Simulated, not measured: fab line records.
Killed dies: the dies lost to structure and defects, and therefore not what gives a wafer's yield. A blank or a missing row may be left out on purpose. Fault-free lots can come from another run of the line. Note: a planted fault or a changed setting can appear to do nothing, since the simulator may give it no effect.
One fault seen from 2 desks || flow gf180mcu || only its own numbers are on each desk; what lay behind them is given at the end

== FROM THE METROLOGY DESK ==
Means of the sampled wafers that have a number, per lot and without regard to the tool the lot ran on: this is what the gauges read. If a lot's mean is further than 4 standard deviations from the usual mean, the lot is out of limits and carries the mark OUT (the distance appears in the brackets).
Columns: A = HV_LDD_CVD_54_THK at GF_HV_LDD_THK_MEAS_55, usual 10.02 nm; B = NSD_RS at GF_PSD_RS_MEAS_14, usual 46.09 ohm/sq
{"lot": "L982", "first seen here": "day 12 20:41", "A": 9.97, "B": 46.04}
{"lot": "L981", "first seen here": "day 12 20:41", "A": 10.03, "B": 46.12}
{"lot": "L983", "first seen here": "day 13 11:11", "A": 10.04, "B": 46.17}
{"lot": "L984", "first seen here": "day 14 00:33", "A": 10.11, "B": 46.09}
{"lot": "L989", "first seen here": "day 15 13:08", "A": 10.21, "B": 46.10}
{"lot": "L992", "first seen here": "day 16 13:57", "A": 10.14, "B": 46.07}
{"lot": "L993", "first seen here": "day 16 16:30", "A": 10.13, "B": 46.05}
{"lot": "L994", "first seen here": "day 17 06:23", "A": 9.99, "B": 46.11}
{"lot": "L995", "first seen here": "day 17 13:55", "A": 9.91, "B": "47.63 (+18) OUT"}
{"lot": "L998", "first seen here": "day 18 12:27", "A": 10.01, "B": "47.45 (+16) OUT"}
{"lot": "L102", "first seen here": "day 19 19:41", "A": 10.06, "B": 46.09}
{"lot": "L103", "first seen here": "day 20 06:27", "A": 9.90, "B": 46.14}
Per this desk, out of limits: L995, L998; the first was L995, day 19 18:17 (NSD_RS at GF_PSD_RS_MEAS_14). L982, L981, L983, L984, L989, L992, L993, L994, L102, L103 stayed within limits.

== DESK OF THE TOOL OWNER: implanter-04 ==
The tool's own readings at GF_NSD_IMPLANT_09, given as means over the sampled wafers that have a number, one for each lot that went through this tool. If a lot's mean is further than 4 standard deviations from the usual mean, the lot is out of limits and carries the mark OUT (the distance appears in the brackets).
Columns: A = beam-energy-keV at GF_NSD_IMPLANT_09, usual 59.998
{"lot": "L981", "first seen here": "day 13 18:17", "A": 60.006}
{"lot": "L983", "first seen here": "day 14 09:08", "A": 59.998}
{"lot": "L989", "first seen here": "day 16 13:14", "A": 59.995}
{"lot": "L993", "first seen here": "day 17 16:34", "A": 60.015}
{"lot": "L994", "first seen here": "day 18 07:58", "A": 60.003}
{"lot": "L995", "first seen here": "day 18 15:19", "A": "54.713 (-99 or more) OUT"}
{"lot": "L998", "first seen here": "day 19 14:15", "A": "54.755 (-99 or more) OUT"}
This desk finds L995, L998 out of limits, L995 being first, at day 18 15:19 (beam-energy-keV at GF_NSD_IMPLANT_09). L981, L983, L989, L993, L994 stayed within limits.

== BROUGHT TOGETHER ==
On L995, L998, at day 18 15:19, an alarm was possible from the tool owner's desk.
An alarm was possible from the metrology desk at day 19 18:17, on L995, L998.
GF_NSD_IMPLANT_09 was run on implanter-04 by each of the lots named.

== WHAT HAD BEEN PUT IN BY THE SIMULATOR ==
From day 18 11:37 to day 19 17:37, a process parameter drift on implanter-04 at GF_NSD_IMPLANT_09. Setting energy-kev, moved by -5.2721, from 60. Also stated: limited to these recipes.
Struck lots among those shown: L995, L998.
Fault start to first reading out of limits, in hours, per desk: tool owner, 4; metrology, 31.
